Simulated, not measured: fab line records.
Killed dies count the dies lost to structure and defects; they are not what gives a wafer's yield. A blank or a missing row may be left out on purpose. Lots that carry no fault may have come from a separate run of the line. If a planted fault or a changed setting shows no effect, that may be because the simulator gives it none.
fab line records | flow gf180mcu
record: lots: 12 wafers: 35 lastDay: 34
route steps=602 shown V2@408 M3@409 V3@433
lots with no fault: from the same line, run without faults
startH: hours from the record's first day to the start of the lot's first wafer shown | waitH: hours from the lot's prior step to this one | " as in the row above | L1.1+2: several wafers, shown together as one row | - no value, or no start given | * or withheld: withheld | < > ~ a bound
route shown NAME@n: NAME is a module with steps in the file, n the number in the route of the first one | usual: mean and standard deviation over wafers with no fault | same: alike in all rows | chamber/n: place in a boat | sites: each site's reading | _std_site: standard deviation of those values | _edge_site: outer sites' mean less inner sites' | radiusMm: how far each site lies from the wafer's centre | mask NAME#n: copy n | behind: tool/chamber where the wafer was last shaped | hold: reason for holding the lot/hours on hold/outcome of the hold | device: the n, p or np transistor that did not switch | end of line: the route-end tests of the same wafers | a step with no rows: only its recipe | killed: dies that structure and defects cost at the first sort, which is not the same as the wafer's yield | map: a wafer's dies, x killed, . not, _ none there
set.NAME: the setting that was run; set.NAME@STEP: the one run at that earlier step | model.NAME: the simulator's own value behind a step, which no gauge read
the route's steps for a sample of lots (tables are steps, rows are wafers)
services: a tool's chamber out of use, with start hour (startH, from the record's first day; less than 0 if before it), hours out, and reason
== steps ==
step: GF_V2_CMP_26
recipe: stopOn: SiO2 downForcePsi: 3.5 platenRpm: 60 tOverpolishS: 15 targetThkNm: 0 padVelocityMS: 0.94248
usual: motorCurrentA: 10.9/1.2 overpolishRunS: 15.000/0.0077 timeToEndpointS: 82/4.1
columns lot.wafer tool chamber startH waitH motorCurrentA overpolishRunS timeToEndpointS
L259.1 cmp-01 2 456.71 0.1 11.0 15.006 80
L259.6 " 1 " " 8.6 14.990 85
L259.5 " 2 " " 11.2 14.989 83
L260.3 cmp-01 2 472.31 0.2 10.7 15.007 76
L260.6 " 3 " " 12.5 15.000 76
L260.5 " 0 " " 12.3 14.992 77
L262.3 cmp-02 2 483.11 0.1 12.3 14.999 89
L262.1 " 3 " " 9.6 14.988 90
L262.4 " 0 " " 10.2 14.994 86
L261.2 cmp-01 1 489.13 0.1 8.5 14.992 82
L261.1 " 2 " " 11.3 15.002 75
L261.5 " 1 " " 9.0 14.989 81
L263.3 cmp-02 3 491.82 0.1 9.7 14.998 91
L263.4 " 0 " " 10.6 15.002 85
L263.5 " 1 " " 11.0 15.002 88
L264.3 cmp-02 3 503.55 0.0 9.4 14.991 85
L264.2 " 1 " " 11.0 15.002 80
L264.4 " 2 " " 12.3 15.000 87
L265.3 cmp-01 2 527.50 0.0 10.8 14.999 77
L265.5 " 3 " " 12.9 15.008 82
L276.3 cmp-01 1 607.56 0.1 9.1 15.000 85
L276.2 " 2 " " 11.3 15.001 80
L276.1 " 3 " " 11.9 14.996 80
L278.4 cmp-01 0 618.09 0.1 12.1 15.001 77
L278.3 " 1 " " 8.9 14.995 83
L278.5 " 3 " " 12.1 15.019 79
L280.1 cmp-02 1 638.57 0.1 10.5 14.995 80
L280.3 " 3 " " 10.2 14.999 82
L280.5 " 0 " " 10.9 15.000 79
L281.2 cmp-02 3 647.45 0.1 9.5 14.995 87
L281.3 " 0 " " 11.0 15.010 80
L281.6 " 3 " " 10.0 15.006 86
L282.3 cmp-01 0 650.39 0.0 11.7 15.004 80
L282.4 " 3 " " 11.7 14.991 83
L282.6 " 0 " " 11.7 14.994 81
step: GF_M3_SPUTTER_00
recipe: material: Ti targetThkNm: 37.5 arrivingIonEnergyEv: 80 substrateTempC: 200 chamberPressurePa: 2 powerW: 4000 timeS: 150
usual: throttleValvePct: 30.5/0.81
columns lot.wafer tool chamber startH waitH throttleValvePct
L259.1 pvdSputter-02 - 456.96 0.2 31.0
L259.5 " - " " 31.0
L259.6 " - " " 30.0
L260.3 pvdSputter-02 - 472.46 0.1 30.6
L260.5 " - " " 29.8
L260.6 " - " " 30.7
L262.1 pvdSputter-01 - 483.36 0.1 30.0
L262.3 " - " " 31.6
L262.4 " - " " 31.3
L261.1 pvdSputter-02 - 489.38 0.1 30.8
L261.2 " - " " 31.1
L261.5 " - " " 30.8
L263.3 pvdSputter-03 - 492.02 0.1 29.6
L263.4 " - " " 29.8
L263.5 " - " " 30.3
L264.2 pvdSputter-02 - 503.85 0.1 30.9
L264.3 " - " " 30.9
L264.4 " - " " 31.1
L265.3 pvdSputter-02 - 527.80 0.2 31.0
L265.5 " - " " 31.1
L276.1 pvdSputter-02 - 607.81 0.1 30.8
L276.2 " - " " 30.8
L276.3 " - " " 30.0
L278.3 pvdSputter-02 - 618.29 0.1 30.8
L278.4 " - " " 31.0
L278.5 " - " " 30.9
L280.1 pvdSputter-01 - 638.82 0.2 31.4
L280.3 " - " " 29.8
L280.5 " - " " 31.9
L281.2 pvdSputter-02 - 647.70 0.2 31.2
L281.3 " - " " 30.2
L281.6 " - " " 31.1
L282.3 pvdSputter-03 - 650.69 0.2 28.3
L282.4 " - " " 29.9
L282.6 " - " " 28.4
step: GF_V3_CMP_04
recipe: material: SiO2 downForcePsi: 4 platenRpm: 60 padVelocityMS: 0.94248
usual: motorCurrentA: 11.9/1.2 timeToEndpointS: 79/5.4
columns lot.wafer tool chamber startH waitH motorCurrentA timeToEndpointS
L259.1 cmp-01 1 482.66 0.1 9.8 77
L259.5 " 0 " " 12.5 69
L259.6 " 1 " " 9.7 80
L260.3 cmp-02 0 497.44 0.1 11.5 80
L260.5 " 2 " " 12.4 86
L260.6 " 3 " " 11.1 91
L262.3 cmp-01 2 508.68 0.0 12.8 71
L262.1 " 3 " " 13.2 67
L262.4 " 1 " " 10.0 75
L261.2 cmp-02 0 513.88 0.1 11.9 74
L261.1 " 1 " " 12.2 78
L261.5 " 2 " " 12.7 82
L263.4 cmp-01 1 517.31 0.1 9.8 79
L263.3 " 3 " " 13.1 82
L263.5 " 1 " " 9.5 79
L264.3 cmp-02 2 528.72 0.0 12.4 75
L264.4 " 0 " " 11.3 76
L264.2 " 1 " " 11.2 74
L265.3 cmp-02 2 551.72 0.2 13.3 83
L265.5 " 0 " " 12.0 63
L276.2 cmp-01 2 630.59 0.0 13.2 80
L276.3 " 3 " " 13.2 78
L276.1 " 0 " " 13.3 76
L278.4 cmp-02 2 640.53 0.1 12.9 84
L278.3 " 3 " " 10.2 75
L278.5 " 1 " " 11.9 80
L280.3 cmp-02 0 660.82 0.1 12.0 74
L280.1 " 1 " " 11.6 75
L280.5 " 0 " " 11.3 76
L281.3 cmp-01 2 668.12 0.0 12.3 76
L281.2 " 3 " " 13.3 75
L281.6 " 2 " " 12.0 81
L282.4 cmp-02 3 671.78 0.1 11.0 82
L282.3 " 0 " " 11.7 74
L282.6 " 1 " " 12.0 79
step: GF_V3_ETCH_17
recipe: chemistry: C4F8/O2/Ar maskMaterial: KrF target: SiO2 stopOn: TiN sourceW: 1500 biasW: 1200 pressureMtorr: 40 c4f8FlowSccm: withheld O2_flow_sccm: 6 Ar_flow_sccm: 300 timeS: withheld targetDepthA: 6350
usual: oesProductAu: 0.855/0.0046
columns lot.wafer tool chamber startH waitH oesProductAu
L259.1 rieDiel-04 2 - - 0.855
L259.5 " 2 " " 0.850
L259.6 " 1 " " 0.856
L260.3 rieDiel-01 3 - - 0.849
L260.5 " 1 " " 0.853
L260.6 " 0 " " 0.852
L262.1 rieDiel-02 1 - - 0.850
L262.3 " 3 " " 0.853
L262.4 " 0 " " 0.853
L261.1 rieDiel-02 2 - - 0.860
L261.2 " 0 " " 0.860
L261.5 " 0 " " 0.856
L263.3 rieDiel-04 0 - - 0.861
L263.4 " 1 " " 0.869
L263.5 " 3 " " 0.864
L264.2 rieDiel-04 1 - - 0.848
L264.3 " 3 " " 0.854
L264.4 " 3 " " 0.854
L265.3 rieDiel-01 0 - - 0.855
L265.5 " 2 " " 0.896
L276.1 rieDiel-01 2 - - 0.850
L276.2 " 0 " " 0.855
L276.3 " 3 " " 0.863
L278.3 rieDiel-01 3 - - 0.856
L278.4 " 2 " " 0.856
L278.5 " 3 " " 0.855
L280.1 rieDiel-01 0 - - 0.856
L280.3 " 2 " " 0.849
L280.5 " 0 " " 0.853
L281.2 rieDiel-01 2 - - 0.852
L281.3 " 1 " " 0.855
L281.6 " 3 " " 0.860
L282.3 rieDiel-02 1 - - 0.857
L282.4 " 3 " " 0.841
L282.6 " 3 " " 0.851
step: GF_V3_STRIP_18
recipe: chemistry: O2/N2 powerW: 1400 pressureMtorr: 1500 platenTempC: 250 o2FlowSccm: 3000 n2FlowSccm: 300 overashFraction: 0.5
usual: drypumpMotorCurrentA: 5.9/0.38 heaterPowerW: 330/29 oesProductAu: 0.594/0.0049
columns lot.wafer tool chamber startH waitH drypumpMotorCurrentA heaterPowerW oesProductAu rfHoursCounterH
L259.1 plasmaAsher-03 1 506.55 - 6.1 303 0.598 67
L259.5 " 0 " " 6.0 370 0.595 -
L259.6 " 1 " " 6.1 298 0.595 -
L260.3 plasmaAsher-01 1 520.81 - 6.2 307 0.593 -
L260.5 " 1 " " 6.2 310 0.598 -
L260.6 " 0 " " 5.5 317 0.588 -
L262.1 plasmaAsher-03 0 532.00 - 6.0 363 0.601 70
L262.3 " 1 " " 6.1 302 0.603 -
L262.4 " 0 " " 6.1 368 0.599 -
L261.1 plasmaAsher-03 1 537.23 - 6.1 298 0.594 71
L261.2 " 0 " " 6.1 361 0.600 71
L261.5 " 1 " " 6.1 303 0.599 -
L263.3 plasmaAsher-03 0 540.66 - 6.1 376 0.602 -
L263.4 " 1 " " 6.1 304 0.595 -
L263.5 " 0 " " 6.1 371 0.593 -
L264.2 plasmaAsher-01 0 551.73 - 5.5 324 0.589 90
L264.3 " 0 " " 5.5 325 0.591 -
L264.4 " 1 " " 6.2 310 0.599 -
L265.3 plasmaAsher-01 0 574.18 - 5.5 323 0.596 -
L265.5 " 1 " " 6.2 318 0.605 -
L276.1 plasmaAsher-01 1 652.33 - 6.2 316 0.586 100
L276.2 " 0 " " 5.5 320 0.596 100
L276.3 " 1 " " 6.2 319 0.598 -
L278.3 plasmaAsher-03 0 660.71 - 6.1 368 0.588 -
L278.4 " 1 " " 6.1 302 0.598 -
L278.5 " 0 " " 6.1 368 0.603 -
L280.1 plasmaAsher-01 0 680.58 - 5.5 316 0.597 103
L280.3 " 1 " " 6.2 323 0.594 -
L280.5 " 1 " " 6.2 309 0.599 -
L281.2 plasmaAsher-01 0 688.43 - 5.5 317 0.595 104
L281.3 " 1 " " 6.2 308 0.584 -
L281.6 " 1 " " 6.2 309 0.590 -
L282.3 plasmaAsher-01 0 691.08 - 5.5 318 0.586 -
L282.4 " 1 " " 6.2 311 0.588 -
L282.6 " 1 " " 6.2 313 0.585 -
== services ==
columns tool chamber startH hours kind
cmp-01 - 438.59 3.9 repair
plasmaAsher-03 - 442.50 15.6 pm
cmp-01 - 444.92 5.4 pm
rieDiel-02 3 446.73 6.9 repair
rieDiel-02 0 470.74 15.1 repair
rieDiel-04 3 473.84 3.8 repair
rieDiel-04 1 492.04 6.7 repair
plasmaAsher-01 - 494.47 14.6 pm
pvdSputter-02 - 513.99 8.7 repair
rieDiel-04 2 532.73 9.7 repair
rieDiel-04 2 547.41 4.2 repair
cmp-01 - 549.23 1.3 repair
cmp-02 - 568.47 5.7 repair
cmp-02 - 574.17 4.0 pm
cmp-01 - 596.73 1.4 repair
cmp-02 - 601.28 6.5 pm
cmp-01 - 607.81 5.0 pm
cmp-02 - 617.27 0.8 repair
rieDiel-04 0 620.75 5.5 repair
rieDiel-02 1 632.66 4.7 repair
pvdSputter-02 - 639.51 5.5 repair
rieDiel-01 1 651.89 8.2 repair
plasmaAsher-01 - 661.01 2.8 pm
cmp-02 - 675.25 0.8 repair
== key ==
firstSign: step: GF_V3_ETCH_17 reading: oesProductAu direction: up sigmas: 8.8 usual: 0.855 struck: 0.896
effect none on later readings
metAt GF_V3_CMP_04
struckLots L265
struckWafers L265.5
notActingAt GF_V2_CMP_26,GF_M3_SPUTTER_00,GF_V3_STRIP_18
onsetBetween 528.72 551.72
fault: kind: processParameterDrift tool: cmp-02 chamber: - onsetH: 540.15 steps: GF_V3_CMP_04 channel: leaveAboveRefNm offset: 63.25 shape: step endH: 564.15 scope: struckWafersOnly actsIn: theseRecipesOnly stated: 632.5
